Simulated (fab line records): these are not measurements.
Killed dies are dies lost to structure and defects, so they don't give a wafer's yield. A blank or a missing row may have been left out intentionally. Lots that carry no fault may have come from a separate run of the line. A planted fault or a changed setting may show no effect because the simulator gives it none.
One fault through the eyes of 2 desks :: flow gf180mcu :: every desk sees just its own numbers, and what lay behind them comes last

## METROLOGY DESK
What the gauges read for every lot (on any tool): the sampled wafers with a number, averaged. Any lot whose mean is over 4 standard deviations away from the usual mean is out of limits and marked OUT; that distance is given in the brackets.
Columns: A = VT_IMPLANT_2_TW at GF_VT_IMPLANT_TW_MEAS_21, usual 1216; B = LVPWELL_RS at GF_VT_IMPLANT_RS_MEAS_48, usual 1197 ohm/sq; C = HV_LDD_OVL at GF_HV_LDD_OVL_MEAS_08, usual -0.6 nm
lot: L811
first seen here: day 6 08:43
A: 1227
B: 1200
C: -1.1

lot: L812
first seen here: day 6 12:41
A: 1225
B: 1195
C: 0.7

lot: L814
first seen here: day 7 00:40
A: 1386 (+14) OUT
B: 1198
C: -2.6

lot: L815
first seen here: day 7 06:20
A: 1382 (+14) OUT
B: 1193
C: 0.5

lot: L822
first seen here: day 9 06:05
A: 1193
B: 1196
C: -1.2

lot: L824
first seen here: day 9 18:52
A: 1227
B: 1197
C: -2.4

lot: L826
first seen here: day 10 08:35
A: 1215
B: 1195
C: -1.3

lot: L828
first seen here: day 10 19:05
A: 1217
B: 1203
C: -1.0

lot: L829
first seen here: day 11 00:13
A: 1221
B: 1196
C: -0.5

lot: L831
first seen here: day 11 13:01
A: 1196
B: 1203
C: -1.0

lot: L832
first seen here: day 11 16:25
A: 1197
B: 1196
C: -0.8

lot: L833
first seen here: day 12 02:29
A: 1223
B: 1197
C: -1.0

lot: L834
first seen here: day 12 06:37
A: 1219
B: 1193
C: -0.7
This desk reports L814, L815 out of limits; the earliest was L814 at day 7 00:40 (VT_IMPLANT_2_TW at GF_VT_IMPLANT_TW_MEAS_21). L811, L812, L822, L824, L826, L828, L829, L831, L832, L833, L834: within limits.

## THE TOOL OWNER'S DESK: implanter-01
GF_VT_IMPLANT_IMPLANT_19, tool's own readings: per-lot mean of the sampled wafers with a number, covering each lot this tool ran. Any lot whose mean is over 4 standard deviations away from the usual mean is out of limits and marked OUT; that distance is given in the brackets.
Columns: A = dose_ions_cm2 at GF_VT_IMPLANT_IMPLANT_19, usual 4.351e+12; B = end_station_pressure_torr at GF_VT_IMPLANT_IMPLANT_19, usual 5.02e-06 Torr; C = faraday_current_uA at GF_VT_IMPLANT_IMPLANT_19, usual 24.5
lot: L811
first seen here: day 6 08:28
A: 4.356e+12
B: 5.06e-06
C: 24.4

lot: L812
first seen here: day 6 12:26
A: 4.351e+12
B: 4.78e-06
C: 24.6

lot: L814
first seen here: day 7 00:25
A: 6.550e+12 (+99 or more) OUT
B: 5.04e-06
C: 37.1 (+27) OUT

lot: L815
first seen here: day 7 06:05
A: 6.555e+12 (+99 or more) OUT
B: 5.23e-06
C: 36.8 (+26) OUT

lot: L824
first seen here: day 9 18:37
A: 4.351e+12
B: 5.05e-06
C: 24.9

lot: L828
first seen here: day 10 18:52
A: 4.353e+12
B: 4.88e-06
C: 24.4
Finding of this desk: L814, L815 out of limits; the first was L814 at day 7 00:25, on dose_ions_cm2 at GF_VT_IMPLANT_IMPLANT_19. L811, L812, L824, L828: within limits.

## ALL TOGETHER
An alarm could have come from the tool owner's desk at day 7 00:25, on L814, L815.
The metrology desk could have raised an alarm at day 7 00:40, on L814, L815.
On implanter-01, each named lot ran GF_VT_IMPLANT_IMPLANT_19.

## WHAT THE SIMULATOR HAD INSERTED
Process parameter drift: implanter-01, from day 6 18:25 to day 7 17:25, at GF_VT_IMPLANT_IMPLANT_19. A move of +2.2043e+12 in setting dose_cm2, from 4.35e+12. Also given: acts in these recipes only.
Shown lots that were struck: L814, L815.
Delay (hours) between the fault's onset and each desk's first out-of-limits reading: 6 at the tool owner's desk, 6 at the metrology desk.
